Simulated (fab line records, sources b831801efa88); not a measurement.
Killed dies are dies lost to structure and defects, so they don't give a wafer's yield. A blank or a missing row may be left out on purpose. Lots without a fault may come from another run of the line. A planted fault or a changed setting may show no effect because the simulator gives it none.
fab line records | flow sky130
record lots=5 wafers=15 last_day=50
route steps=708 shown METAL3@565 VIA3@573 METAL4@598 CAP2M@603 VIA4@642 PAD_OPEN@708
lots that met no fault: from a run of the same line without faults
start_h: hours from the record's first day to the start of the lot's first wafer shown | wait_h: hours since the lot's step before | " the same as in the row above | L1.1+2: a row that stands for several wafers | - no value, or no start given | * or withheld: withheld | < > ~ a bound
route shown NAME@n: a module of which the file shows steps, and the number in the route of the first | usual: mean/standard deviation of fault-free wafers | same: alike in all rows | chamber/n: place in a boat | sites: the reading at each site | _std_site: their standard deviation | _edge_site: outer sites' mean less inner sites' | radius_mm: how far each site lies from the wafer's centre | mask NAME#n: copy n | behind: the tool/chamber that last shaped the wafer | hold: why the lot was held/for how many hours/how that ended | device: the transistor (n, p or np) that didn't switch | end of line: the same wafers' tests at the end of the route | a step without rows: its recipe alone | killed: dies lost to structure and defects at the first sort, not the wafer's yield | map: a wafer's dies, x killed, . not, _ none there
set.NAME: the setting as run; set.NAME@STEP: as run at that earlier step | model.NAME: the simulator's own value behind a step, which no gauge read
lots at some steps of the route; a table a step, a row a wafer
services: from which hour (start_h, from the record's first day; less than 0 if before it) a tool's chamber was out of use, for how many hours, and why
## steps
# step SKY_METAL3_DESCUM_15
# recipe chemistry=O2 source_power_w=150 bias_power_w=0 pressure_mtorr=10 temp_c=40 time_s=8
# step SKY_METAL3_ETCH_16
# recipe chemistry=N2/H2 target=BARC ion_energy_ev=200 bias_w=100 pressure_mtorr=30 n2_flow_sccm=100 h2_flow_sccm=200 icp_w=500 stop_on=SiO2 time_s=88.2 target_depth_a=600
# step SKY_METAL3_ETCH_17
# recipe target=SiO2 stop_on=TiN chemistry=C4F8/O2/Ar source_w=1500 bias_w=1200 pressure_mtorr=40 c4f8_flow_sccm=withheld O2_flow_sccm=6 Ar_flow_sccm=300 time_s=3.9 target_depth_a=150
# step SKY_METAL3_METAL_ETCH_18
# recipe target_depth_a=8450 stop_on=SiO2 over_etch_frac=0.3 time_s=183.1 chemistry=Cl2/BCl3 resist_sidewall_deg=88 pressure_mtorr=10 icp_w=900 bias_w=48.5 Cl2_flow_sccm=60 bcl3_flow_sccm=30
# step SKY_METAL3_STRIP_19
# recipe chemistry=O2/N2 power_w=1400 pressure_mtorr=1500 platen_temp_c=withheld o2_flow_sccm=3000 n2_flow_sccm=300 overash_fraction=0.5
# step SKY_METAL3_STRIP_20
# recipe chemistry=post_etch_residue_remover time_s=1200 temp_c=72.5
# step SKY_METAL3_CLEAN_21
# recipe chemistry=IPA time_s=180 temp_c=25
# step SKY_METAL3_CLEAN_22
# recipe chemistry=O3/DIW dry=n2_spin
# step SKY_VIA3_HDPCVD_00
# recipe material=SiO2 target_thk_nm=1635 sigma_open_frac=0.3 time_s=272.5 temp_c=400 sih4_flow_sccm=60 pressure_mtorr=6
# step SKY_VIA3_CMP_02
# recipe material=SiO2 down_force_psi=4 platen_rpm=60 pad_velocity_m_s=0.94248
# usual motor_current_A=12.2/0.85
# columns lot.wafer tool chamber start_h wait_h motor_current_A model.SiO2_of_VIA3_HDPCVD_00.thk_nm
L188.2 cmp-02 2 940.50 0.0 13.3 464.9
L188.4 " 1 " " 10.0 464.5
L188.5 " 3 " " 12.1 463.3
L189.1 cmp-02 2 946.68 0.1 13.3 463.7
L189.2 " 0 " " 12.3 853.6
L189.5 " 2 " " 13.2 463.7
L191.1 cmp-02 0 952.20 0.1 12.4 462.3
L191.4 " 2 " " 12.9 863.9
L191.6 " 0 " " 12.6 463
L195.3 cmp-02 0 988.99 0.0 11.9 464.3
L195.2 " 2 " " 13.9 865.6
L195.5 " 0 " " 12.9 464.4
L205.4 cmp-01 2 1047.18 0.0 13.0 465.3
L205.2 " 0 " " 12.0 465.5
L205.5 " 3 " " 11.9 464.3
# step SKY_VIA3_BOW_MEAS_03
# recipe mode=bow
# usual VIA3_BOW=82/7.4
# columns lot.wafer tool chamber start_h wait_h VIA3_BOW[um]
L188.2 film_metro-03 - 940.82 0.3 78
L188.4 " - " " 81
L188.5 " - " " 87
L189.1 film_metro-04 - 946.98 0.2 89
L189.2 " - " " 103
L189.5 " - " " 91
L191.1 film_metro-03 - 952.50 0.2 80
L191.4 " - " " 98
L191.6 " - " " 73
L195.2 film_metro-03 - 989.31 0.2 103
L195.3 " - " " 70
L195.5 " - " " 78
L205.2 film_metro-03 - 1047.50 0.2 97
L205.4 " - " " 66
L205.5 " - " " 82
# step SKY_VIA3_DEHYDRATE_04
# recipe temp_c=200 time_s=60
# step SKY_VIA3_HMDS_05
# recipe prime_time_s=60 prime_temp_c=120
# step SKY_VIA3_COAT_06
# recipe resist=BARC temp_c=withheld time_s=withheld spin_rpm=3000 resist_thk_nm=60
# step SKY_VIA3_COAT_07
# recipe resist=KrF-thick spin_rpm=3000 resist_thk_nm=450
# step SKY_VIA3_SOFTBAKE_08
# recipe temp_c=100 time_s=90 resist=KrF-thick
# step SKY_VIA3_EXPOSE_09
# recipe mask_id=VIM3 na=0.8 source_shape=annular sigma_inner=0.55 sigma_outer=0.85 target_cd_nm=200 dose_mj=38
# step SKY_VIA3_PEB_10
# recipe peb_temp_c=withheld peb_time_s=withheld resist=KrF-thick
# step SKY_VIA3_DEVELOP_11
# recipe develop_time_s=60 resist=KrF-thick dev_temp_c=21
# step SKY_VIA3_ETCH_14
# recipe chemistry=N2/H2 target=BARC ion_energy_ev=200 source_w=500 bias_w=100 pressure_mtorr=30 n2_flow_sccm=100 h2_flow_sccm=200 stop_on=SiO2 time_s=45.9 target_depth_a=600
# step SKY_VIA3_ETCH_15
# recipe target=SiO2 chemistry=C4F8/O2/Ar target_depth_nm=507 stop_on=TiN mask_material=KrF-thick source_w=1500 bias_w=1200 pressure_mtorr=40 c4f8_flow_sccm=withheld O2_flow_sccm=6 Ar_flow_sccm=300 time_s=78
# usual bias_w=1200/3.5 oes_product_au=0.946/0.0055
# columns lot.wafer tool chamber start_h wait_h bias_w oes_product_au model.VIA3.feature_depth_nm model.etch.depth_nm
L188.2 rie_diel-02 2 965.32 0.0 1206 0.953 464.9 464.9
L188.4 " 3 " " 1206 0.948 464.5 464.5
L188.5 " 0 " " 1199 0.941 463.3 463.3
L189.1 rie_diel-02 2 971.64 0.0 1207 0.944 463.7 463.7
L189.2 " 3 " " 1199 1.033 528 528
L189.5 " 2 " " 1205 0.946 463.7 463.7
L191.1 rie_diel-02 0 976.64 0.0 1195 0.934 462.3 462.3
L191.4 " 3 " " 1205 1.022 522.4 522.4
L191.6 " 0 " " 1201 0.945 463 463
L195.2 rie_diel-02 2 1012.47 0.0 1204 0.999 506.4 506.4
L195.3 " 0 " " 1204 0.948 464.3 464.3
L195.5 " 3 " " 1202 0.942 464.4 464.4
L205.2 rie_diel-04 2 1069.63 0.0 1198 0.951 465.5 465.5
L205.4 " 3 " " 1203 0.952 465.3 465.3
L205.5 " 2 " " 1198 0.943 464.3 464.3
# step SKY_VIA3_STRIP_16
# recipe chemistry=O2/N2 power_w=1400 pressure_mtorr=1500 platen_temp_c=withheld o2_flow_sccm=3000 n2_flow_sccm=300 overash_fraction=0.5
# step SKY_VIA3_STRIP_17
# recipe chemistry=post_etch_residue_remover time_s=1200 temp_c=72.5
# step SKY_VIA3_CLEAN_18
# recipe chemistry=IPA time_s=180 temp_c=25
# step SKY_VIA3_CLEAN_19
# recipe chemistry=O3/DIW dry=n2_spin
# step SKY_VIA3_SPUTTER_20
# recipe material=TiN target_thk_nm=20 chamber_pressure_pa=5 power_w=4000 time_s=80
# step SKY_VIA3_CVD_21
# recipe material=W target_thk_nm=390 time_s=117.31 temp_c=400 pressure_torr=40
# step SKY_VIA3_CMP_24
# recipe stop_on=SiO2 t_overpolish_s=20 down_force_psi=3.5 platen_rpm=60 target_thk_nm=0 pad_velocity_m_s=0.94248
# step SKY_METAL4_SPUTTER_00
# recipe material=Ti target_thk_nm=15 power_w=3000 time_s=10 chamber_pressure_pa=0.4
# step SKY_METAL4_SPUTTER_01
# recipe material=TiN target_thk_nm=20 power_w=6500 time_s=16.7 chamber_pressure_pa=0.4
# step SKY_METAL4_SPUTTER_02
# recipe material=AlCu target_thk_nm=735 power_w=10600 time_s=39.1 chamber_pressure_pa=0.4
# step SKY_METAL4_SPUTTER_03
# recipe material=Ti target_thk_nm=5 power_w=3000 time_s=3.3 chamber_pressure_pa=0.4
# step SKY_METAL4_SPUTTER_04
# recipe material=TiN target_thk_nm=70 power_w=6500 time_s=58.3 chamber_pressure_pa=0.4
# step SKY_CAP2M_CVD_00
# recipe material=SiO2 target_thk_nm=15.5 temp_c=400 time_s=withheld rf_w=450
# step SKY_METAL4_METAL_ETCH_18
# recipe target_depth_a=8450 stop_on=SiO2 over_etch_frac=0.3 time_s=183.1 chemistry=Cl2/BCl3 resist_sidewall_deg=88 pressure_mtorr=10 icp_w=900 bias_w=48.5 Cl2_flow_sccm=60 bcl3_flow_sccm=30
# usual bcl3_flow_sccm=29.98/0.086 bias_w=48.51/0.13 drypump_motor_current_A=5.5/0.34 oes_product_au=0.867/0.0069 throttle_valve_pct=22.263/0.0091
# same over_etch_frac=0.3
# columns lot.wafer tool chamber start_h wait_h bcl3_flow_sccm bias_w drypump_motor_current_A oes_product_au rf_hours_counter_h throttle_valve_pct model.SiO2_of_VIA3_HDPCVD_00.thk_nm
L188.2 rie_metal-02 0 1014.75 0.0 30.03 48.42 5.7 0.868 0 22.266 434.8
L188.4 " 0 " " 30.04 48.36 5.7 0.872 - 22.269 434.2
L188.5 " 0 " " 29.96 48.69 5.8 0.865 - 22.261 433.2
L189.1 rie_metal-01 0 1020.36 0.0 30.03 48.52 6.2 0.881 17 22.261 433.6
L189.2 " 1 " " 30.11 48.41 5.0 0.869 18 22.263 824.1
L189.5 " 1 " " 29.92 48.52 5.0 0.870 - 22.260 434.3
L191.1 rie_metal-01 0 1025.01 0.0 29.84 48.53 6.2 0.873 17 22.250 432.2
L191.4 " 1 " " 30.03 48.52 5.0 0.863 - 22.248 834.3
L191.6 " 0 " " 29.74 48.36 6.2 0.865 - 22.253 433.1
L195.2 rie_metal-04 1 1058.33 0.0 30.20 48.35 5.5 0.866 9 22.274 835.5
L195.3 " 0 " " 30.03 48.45 5.5 0.871 - 22.260 434.9
L195.5 " 0 " " 29.96 48.40 5.5 0.869 - 22.270 434.9
L205.2 rie_metal-01 0 1112.88 0.0 29.86 48.59 6.2 0.865 23 22.256 435.3
L205.4 " 0 " " 29.87 48.48 6.2 0.881 - 22.271 435
L205.5 " 1 " " 29.89 48.58 5.0 0.867 - 22.265 434.5
# step SKY_VIA4_BOW_MEAS_03
# recipe mode=bow
# usual VIA4_BOW=82/8
# columns lot.wafer tool chamber start_h wait_h VIA4_BOW[um]
L188.2 film_metro-01 - 1016.47 0.1 84
L188.4 " - " " 84
L188.5 " - " " 92
L189.1 film_metro-01 - 1022.02 0.2 89
L189.2 " - " " 102
L189.5 " - " " 90
L191.1 film_metro-03 - 1026.40 0.1 80
L191.4 " - " " 98
L191.6 " - " " 76
L195.2 film_metro-03 - 1059.69 0.1 106
L195.3 " - " " 74
L195.5 " - " " 81
L205.2 film_metro-03 - 1114.21 0.1 99
L205.4 " - " " 67
L205.5 " - " " 84
# step SKY_PAD_OPEN_PROBE_99
# usual defect_limited_yield=82.5/1.7 killed_at_M0_to_M3=42/6.1 killed_at_M4_up=3.1/1.7 killed_at_contacts=24/5.5 killed_at_front_end=16/4.1 killed_at_other=0.3/0.57 killed_dies=86/8.2 killed_open=47/6.8 killed_short=38/5.8
# same gross_dies=492 killed_at_back_side=0
# columns lot.wafer tool chamber start_h wait_h defect_limited_yield[%] killed_at_M0_to_M3 killed_at_M4_up killed_at_contacts killed_at_front_end killed_at_other killed_dies killed_open killed_short model.etest.tester.sort_n_pass model.etest.tester.sort_yield_pct model.etest.tester.sort_bin_5_pct model.etest.tester.sort_bin_3_pct model.etest.met4_comb.leak_log10_a_um model.etest.field_p.open model.etest.nfet_05v0_nvt.open model.etest.cap_poly_to_well.open
L188.2 prober-02 - 1106.33 0.1 82.1 43 4 23 18 0 88 51 36 404 82.11 11.38 1.016 -11.93 0 0 0
L188.4 prober-02 - 1106.43 0.2 85.0 41 4 15 14 0 74 42 32 418 84.96 9.35 0.6098 -12.06 0 0 0
L188.5 prober-02 - 1106.48 0.2 83.3 39 2 28 13 0 82 48 33 410 83.33 10.57 0.4065 -11.95 0 0 0
L189.1 prober-01 - 1112.01 0.1 83.1 31 3 31 18 0 83 49 34 409 83.13 10.98 0.813 -11.96 0 0 0
L189.2 prober-01 - 1112.06 0.1 82.1 49 4 23 12 0 88 43 45 0 0 85.69 8.009 -9.105 1 1 1
L189.5 prober-01 - 1112.21 0.2 85.0 33 3 23 15 0 74 42 32 418 84.96 9.756 0.6098 -12.08 0 0 0
L191.1 prober-01 - 1117.39 0.1 83.9 40 4 18 17 0 79 41 38 413 83.94 9.756 0.6098 -12.04 0 0 0
L191.4 prober-01 - 1117.54 0.2 83.7 41 0 20 19 0 80 41 38 0 0 87.81 6.704 -9.418 1 1 1
L191.6 prober-01 - 1117.64 0.2 80.9 43 2 31 18 0 94 58 36 398 80.89 11.59 1.22 -11.99 0 0 0
L195.2 prober-01 - 1145.26 0.1 80.5 43 5 32 16 0 96 53 43 0 0 85.69 5.371 -9.579 1 1 1
L195.3 prober-01 - 1145.31 0.2 81.9 38 4 29 18 0 89 47 41 403 81.91 9.553 0.813 -12.04 0 0 0
L195.5 prober-01 - 1145.41 0.2 78.3 53 1 33 19 1 107 60 46 385 78.25 13.62 1.016 -11.9 0 0 0
L205.2 prober-01 - 1189.95 0.1 85.2 40 3 18 11 1 73 36 37 419 85.16 8.333 0.4065 -11.93 0 0 0
L205.4 prober-01 - 1190.05 0.2 83.1 40 2 25 16 0 83 45 37 409 83.13 9.553 0.6098 -12.09 0 0 0
L205.5 prober-01 - 1190.10 0.2 80.5 46 1 22 27 0 96 45 51 396 80.49 10.57 1.829 -12 0 0 0
# killed by level:class
L188.2 CONTACT:geometric_particle:open=11 VIA1:geometric_particle:open=10 VIA3:geometric_particle:open=8 METAL3:geometric_particle:short=6 FIELD_ISO:geometric_particle:open=5 LI_CONTACT:geometric_particle:short=5 LI_CONTACT:geometric_particle:open=5 VIA2:geometric_particle:open=5
L188.4 VIA1:geometric_particle:open=8 VIA1:geometric_particle:short=7 FIELD_ISO:geometric_particle:short=6 VIA2:geometric_particle:open=6 VIA3:geometric_particle:open=5 CONTACT:geometric_particle:open=5 LI_CONTACT:geometric_particle:open=4 FIELD_ISO:geometric_particle:open=3
L188.5 CONTACT:geometric_particle:open=14 VIA2:geometric_particle:open=8 CONTACT:geometric_particle:short=8 VIA3:geometric_particle:open=7 FIELD_ISO:geometric_particle:open=5 LI_CONTACT:geometric_particle:open=5 VIA1:geometric_particle:open=5 VIA1:geometric_particle:short=5
L189.1 CONTACT:geometric_particle:open=13 VIA1:geometric_particle:open=10 LI_CONTACT:geometric_particle:open=9 POLY_GATE:geometric_particle:open=5 LOCAL_INTERCONNECT:geometric_particle:short=5 FIELD_ISO:geometric_particle:short=4 METAL2:geometric_particle:short=4 VIA1:geometric_particle:short=4
L189.2 VIA1:geometric_particle:open=10 VIA1:geometric_particle:short=9 CONTACT:geometric_particle:open=8 METAL1:geometric_particle:short=7 LI_CONTACT:geometric_particle:open=6 VIA3:geometric_particle:open=6 LOCAL_INTERCONNECT:geometric_particle:short=5 METAL3:geometric_particle:short=4
L189.5 VIA1:geometric_particle:open=12 CONTACT:geometric_particle:open=8 FIELD_ISO:geometric_particle:short=6 METAL1:geometric_particle:short=5 VIA3:geometric_particle:open=5 FIELD_ISO:geometric_particle:open=4 CONTACT:geometric_particle:short=4 VIA1:geometric_particle:short=4
L191.1 VIA2:geometric_particle:open=11 CONTACT:geometric_particle:open=7 METAL2:geometric_particle:short=6 FIELD_ISO:geometric_particle:short=5 LI_CONTACT:geometric_particle:open=4 CONTACT:geometric_particle:short=4 VIA1:geometric_particle:short=4 VIA3:geometric_particle:open=4
L191.4 VIA1:geometric_particle:open=11 CONTACT:geometric_particle:open=9 FIELD_ISO:geometric_particle:short=5 LI_CONTACT:geometric_particle:open=5 METAL1:geometric_particle:short=5 VIA2:geometric_particle:open=5 FIELD_ISO:geometric_particle:open=4 POLY_GATE:geometric_particle:short=4
L191.6 LI_CONTACT:geometric_particle:open=13 VIA2:geometric_particle:open=9 VIA1:geometric_particle:open=8 METAL2:geometric_particle:short=7 FIELD_ISO:geometric_particle:open=6 VIA3:geometric_particle:open=6 LOCAL_INTERCONNECT:geometric_particle:short=6 CONTACT:geometric_particle:open=5
L195.2 CONTACT:geometric_particle:open=12 LI_CONTACT:geometric_particle:open=8 METAL1:geometric_particle:short=7 VIA2:geometric_particle:open=6 VIA3:geometric_particle:open=6 VIA1:geometric_particle:short=5 VIA1:geometric_particle:open=5 POLY_GATE:geometric_particle:short=4
L195.3 CONTACT:geometric_particle:open=11 LI_CONTACT:geometric_particle:open=8 METAL1:geometric_particle:short=8 FIELD_ISO:geometric_particle:open=6 CONTACT:geometric_particle:short=6 VIA2:geometric_particle:open=6 VIA1:geometric_particle:open=5 VIA2:geometric_particle:short=5
L195.5 VIA1:geometric_particle:open=16 CONTACT:geometric_particle:open=12 CONTACT:geometric_particle:short=9 VIA1:geometric_particle:short=8 VIA2:geometric_particle:open=8 LI_CONTACT:geometric_particle:open=7 FIELD_ISO:geometric_particle:open=6 FIELD_ISO:geometric_particle:short=6
L205.2 METAL1:geometric_particle:short=10 LI_CONTACT:geometric_particle:open=7 VIA1:geometric_particle:open=6 VIA2:geometric_particle:open=6 VIA3:geometric_particle:open=5 CONTACT:geometric_particle:short=4 CONTACT:geometric_particle:open=4 FIELD_ISO:geometric_particle:short=3
L205.4 VIA1:geometric_particle:open=10 LI_CONTACT:geometric_particle:open=9 FIELD_ISO:geometric_particle:short=7 CONTACT:geometric_particle:open=7 VIA2:geometric_particle:open=7 CONTACT:geometric_particle:short=5 VIA2:geometric_particle:short=5 VIA3:geometric_particle:open=5
L205.5 POLY_GATE:geometric_particle:short=10 VIA3:geometric_particle:open=9 FIELD_ISO:geometric_particle:short=8 METAL2:geometric_particle:short=8 LI_CONTACT:geometric_particle:open=7 VIA1:geometric_particle:open=7 LOCAL_INTERCONNECT:geometric_particle:short=5 CONTACT:geometric_particle:open=5
## services
# columns tool chamber start_h hours kind
cmp-01 - 917.04 - consumable_replace:conditioner
cmp-01 - 917.04 - consumable_replace:pad
cmp-02 - 934.23 0.5 repair
rie_metal-02 0 943.53 19.4 repair
rie_diel-02 1 948.66 23.1 repair
rie_diel-02 0 955.90 5.5 repair
cmp-02 - 966.79 6.7 pm
cmp-02 - 973.50 9.0 pm
rie_diel-04 1 977.93 28.4 repair
cmp-01 - 986.98 2.6 repair
rie_metal-02 0 987.35 - clean
rie_metal-02 0 987.35 21.1 scheduled_down
rie_metal-02 0 987.35 21.1 vent_cycle
cmp-01 - 1019.07 2.2 repair
rie_metal-02 - 1025.07 2.8 pm
cmp-01 - 1047.98 1.9 repair
rie_diel-04 3 1052.17 9.8 repair
rie_diel-04 1 1069.35 3.1 repair
cmp-01 - 1073.81 6.7 pm
cmp-02 - 1084.06 4.0 pm
cmp-02 - 1088.06 - consumable_replace:conditioner
cmp-02 - 1088.06 - consumable_replace:pad
rie_diel-02 0 1107.63 2.9 repair
cmp-01 - 1108.87 0.3 repair
## key
first_sign step=SKY_VIA3_BOW_MEAS_03 reading=VIA3_BOW direction=up sigmas=2.6 usual=82 struck=101
effect step=SKY_VIA3_ETCH_15 reading=oes_product_au direction=up sigmas=13 usual=0.946 struck=1.018
effect step=SKY_VIA4_BOW_MEAS_03 reading=VIA4_BOW direction=up sigmas=2.5 usual=82 struck=102
model_effect step=SKY_VIA3_CMP_02 value=SiO2_of_VIA3_HDPCVD_00.thk_nm without=464.8 struck=861
model_effect step=SKY_VIA3_ETCH_15 value=VIA3.feature_depth_nm without=464.8 struck=518.9
model_effect step=SKY_METAL4_METAL_ETCH_18 value=SiO2_of_VIA3_HDPCVD_00.thk_nm without=435 struck=831.3
model_effect step=SKY_PAD_OPEN_PROBE_99 value=etest.tester.sort_n_pass without=404 struck=0
met_at SKY_VIA3_CMP_02
struck_wafers L189.2,L191.4,L195.2
onset_between 940.50 946.68
fault kind=process_parameter_drift tool=cmp-02 chamber=- onset_h=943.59 steps=SKY_VIA3_CMP_02 channel=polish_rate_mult offset=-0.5 shape=step end_h=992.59 scope=struck_wafers_only
